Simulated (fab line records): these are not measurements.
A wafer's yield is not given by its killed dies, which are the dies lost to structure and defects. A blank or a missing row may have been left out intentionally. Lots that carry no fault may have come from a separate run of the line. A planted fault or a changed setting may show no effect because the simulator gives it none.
A struck lot beside a sound one | flow sky130 | 18 steps out of a route of 708
Sound: these wafers, L856.2, L856.4, L856.6. Struck: wafer L869.2 (left out: L869.1, L869.3 of the same lot, which were not struck); the cause appears at the end.
For every step that has rows: the tool of each side, followed by ch and its chambers, followed by its first start. Under that, the readings that differ: sound wafers | struck wafers | difference of the means | sigmas: that difference in standard deviations of wafers without a fault.
alike: readings with means less than 2 such deviations apart, plus words and numbers identical on both sides. not compared: withheld readings, readings lacking a value on some wafer, bounds such as >300 that could conceal the same value, and numbers that have no deviation in the record and whose values overlap.
The two part at a step that has a row with sigmas, a row that says differs or no value, or rows on one side only. Numbers that don't overlap but have no deviation are shown without sigmas and don't part them. A reading missing from all wafers of one side parts the sides only when that side holds two or more wafers.

first, 3 steps without rows for these wafers: SKY_VIA2_EXPOSE_09 (exposes mask VIM2, target cd 200 nm); SKY_VIA2_PEB_10; SKY_VIA2_DEVELOP_11 (develop time 60 s).
SKY_VIA2_CD_MEAS_12 targets a cd of 200 nm.
  sound: cd-sem-01 at day 36 03:41; struck: cd-sem-02 at day 40 21:52
  alike: cd-nm
SKY_VIA2_OVL_MEAS_13:
  sound: overlay-01 at day 36 03:47; struck: overlay-01 at day 40 21:59
  alike: VIA2_OVL
SKY_VIA2_ETCH_14: etches BARC in N2/H2, stops on SiO2, time 45.9 s, target depth 60 nm.
  sound on rie-diel-01 ch 0,2, day 36 03:49; struck on rie-diel-01 ch 3, day 40 22:01
  alike: drypump-motor-current-A, oes-product-au, throttle-valve-pct
  not compared: rf-hours-counter-h
SKY_VIA2_ETCH_15: etches SiO2 in C4F8/O2/Ar, stops on TiN, target depth 546 nm, time 84 s.
  sound on rie-diel-01 ch 0,2, day 36 03:51; struck on rie-diel-01 ch 3, day 40 22:04
  alike: oes-product-au
  not compared: rf-hours-counter-h
SKY_VIA2_STRIP_16: strips in O2/N2.
  sound on plasma-asher-04 ch 0, day 36 03:55; struck on plasma-asher-01 ch 0, day 40 22:07
  alike: drypump-motor-current-A, o2-flow-sccm, oes-product-au, strip-time-to-endpoint-s
  not compared: rf-hours-counter-h
then, 3 steps without rows for these wafers: SKY_VIA2_STRIP_17 (strips in post etch residue remover, time 1200 s); SKY_VIA2_CLEAN_18 (cleans in IPA, time 180 s); SKY_VIA2_CLEAN_19 (cleans in O3/DIW).
SKY_VIA2_SPUTTER_20: material TiN, target thk 20 nm, time 80 s.
  sound: pvd-sputter-01 at day 36 04:31; struck: pvd-sputter-03 at day 40 22:44
  alike: throttle-valve-pct
SKY_VIA2_CVD_21: deposits W, target thk 420 nm, time 126.4 s.
  sound on cvd-w-02 ch 0,1, day 36 04:34; struck on cvd-w-01 ch 0, day 40 22:48
  reading                            | sound             | struck | difference | sigmas
  model.W_of_VIA2_CVD_21.thk-nm (nm) | 422.3 428.1 422.1 | 540.2  | +116.0     |
  alike: heater-power-w
SKY_VIA2_RS_MEAS_22: uses a four-point probe to measure.
  sound: film-metro-04 at day 36 04:44; struck: film-metro-02 at day 40 22:56
  reading            | sound             | struck | difference | sigmas
  VIA2_W_RS (ohm/sq) | 0.271 0.267 0.272 | 0.212  | -0.058     | -15
SKY_VIA2_THK_MEAS_23: measures by xrf.
  sound: film-metro-04 at day 36 04:50; struck: film-metro-02 at day 40 23:03
  not compared: VIA2_W_THK
SKY_VIA2_CMP_24: polishes, stops on SiO2, t overpolish 20 s, target thk 0 nm.
  sound on cmp-02 ch 1,3, day 36 04:56; struck on cmp-01 ch 1, day 40 23:11
  reading                | sound     | struck | difference | sigmas
  time-to-endpoint-s (s) | 98 97 100 | 137    | +39        | +11
  alike: head-pressure-psi, motor-current-A, slurry-flow-ml-min
SKY_METAL3_SPUTTER_00: material Ti, target thk 15 nm, time 10 s.
  sound: pvd-sputter-02 at day 36 05:11; struck: pvd-sputter-01 at day 40 23:29
  alike: throttle-valve-pct
SKY_PAD_OPEN_PROBE_99:
  the record holds rows for the sound wafers here (prober-02, day 45 14:17) but none for the struck ones

## WHERE THEY PART
Earliest at SKY_VIA2_RS_MEAS_22; latest, in this record, at SKY_PAD_OPEN_PROBE_99.

WHY: the cause the simulator had injected
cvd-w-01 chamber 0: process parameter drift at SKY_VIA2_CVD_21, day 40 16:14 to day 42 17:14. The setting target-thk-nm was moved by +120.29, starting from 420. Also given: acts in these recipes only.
